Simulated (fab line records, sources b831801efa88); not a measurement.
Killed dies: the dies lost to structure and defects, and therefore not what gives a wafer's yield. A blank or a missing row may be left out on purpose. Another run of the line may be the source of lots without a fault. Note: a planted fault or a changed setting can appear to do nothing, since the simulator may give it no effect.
A lot that was struck, set against a sound lot + flow sky130 + 15 steps out of a route of 708
Sound: these wafers, L146.2, L146.3, L146.4. Wafers L159.3, L159.4, L159.6 were the ones struck. The cause is given at the end.
Per side, at each step with rows, come the tool, then ch with its chambers, and then its first start. Under that, the readings that differ: sound wafers + struck wafers + difference of the means + sigmas: that difference in standard deviations of wafers without a fault.
alike: readings whose means differ by less than 2 such deviations, and words and numbers that are the same on both sides. not compared: withheld readings, readings that some wafer has no value for, bounds like >300 that may hide the same value, and numbers for which the record gives no deviation and whose values overlap.
The two part at a step that has a row with sigmas, a row that says differs or no value, or rows on one side only. Numbers that don't overlap but have no deviation are shown without sigmas and don't part them. A reading missing from all wafers of one side parts the sides only when that side holds two or more wafers.

first, 5 steps without rows for these wafers: SKY_SONOS_ONO_COAT_08 (resist thk 1140 nm); SKY_SONOS_ONO_SOFTBAKE_09 (time 60 s); SKY_SONOS_ONO_EXPOSE_10 (exposes mask ONOM, target cd 410 nm); SKY_SONOS_ONO_PEB_11; SKY_SONOS_ONO_DEVELOP_12 (develop time 60 s).
SKY_SONOS_ONO_CD_MEAS_13: the cd target is 410 nm.
  sound: cd_sem-02 at day 12 19:48; struck: cd_sem-02 at day 16 18:28
  alike: cd_nm
SKY_SONOS_ONO_OVL_MEAS_14:
  sound: overlay-01 at day 12 19:55; struck: overlay-01 at day 16 18:34
  alike: SONOS_ONO_OVL
SKY_SONOS_ONO_ETCH_15: etches the open film in CHF3/O2, target depth 19.52 nm, time 7.8 s.
  sound on rie_diel-01 ch 0,1,2, day 12 19:56; struck on rie_diel-02 ch 0,1, day 16 18:35
  alike: chf3_flow_sccm, drypump_motor_current_A, oes_product_au, throttle_valve_pct
  not compared: rf_hours_counter_h
then, 1 step without rows for these wafers: SKY_SONOS_ONO_WET_ETCH_16 (etches SiO2 in dHF, target depth 14 nm, time 280 s).
SKY_SONOS_ONO_STRIP_17: strips in O2/N2.
  sound on plasma_asher-04 ch 0,1, day 12 20:03; struck on plasma_asher-04 ch 0,1, day 16 18:44
  alike: drypump_motor_current_A, oes_product_au, strip_time_to_endpoint_s
  not compared: rf_hours_counter_h
then, 2 steps without rows for these wafers: SKY_SONOS_ONO_WET_ETCH_18 (etches Si3N4 in H3PO4, target depth 15 nm, time 172 s); SKY_GATE_OXIDE_CLEAN_00 (cleans in SC1/SC2, time 150 s).
-- the record jumps here: 3 days lie between the struck wafers' starts before and after --
SKY_GATE_OXIDE_OXIDATION_01: stabilise 600 s, purge 300 s, target thk 10.268 nm.
  sound on furnace-02 ch 0, day 12 20:16; struck on furnace-01 ch 0, day 19 06:55
  alike: ox_temp_c_max, spike_tc_centre_C
SKY_GATE_OXIDE_THK_MEAS_02:
  sound: film_metro-04 at day 12 21:41; struck: film_metro-01 at day 19 08:20
| reading                          | sound             | struck            | difference | sigmas |
|----------------------------------|-------------------|-------------------|------------|--------|
| GATE_OXIDE_OXIDATION_00_THK (nm) | 10.22 10.04 10.15 | 10.73 10.51 10.66 | +0.50      | +3     |
-- a jump in the record: the struck wafers' starts before and after are 32 days apart (it breaks off in module GATE_OXIDE and resumes in module PAD_OPEN, where the first step shown is number 708 of the route) --
SKY_PAD_OPEN_PROBE_99:
  sound: prober-02 at day 45 22:49; struck: prober-02 at day 51 07:26
| reading         | sound | struck | difference | sigmas |
|-----------------|-------|--------|------------|--------|
| killed_at_M4_up | 1 2 2 | 7 6 6  | +5         | +3     |
  alike: killed_at_M0_to_M3, killed_at_contacts, killed_at_front_end, killed_at_other, killed_dies, killed_open, killed_short
  not compared: model.etest.cap_thick_oxide.gate_bv_v

WHERE THEY PART
First at SKY_GATE_OXIDE_THK_MEAS_02; last, within this record, at SKY_PAD_OPEN_PROBE_99.

WHY: the cause the simulator had injected
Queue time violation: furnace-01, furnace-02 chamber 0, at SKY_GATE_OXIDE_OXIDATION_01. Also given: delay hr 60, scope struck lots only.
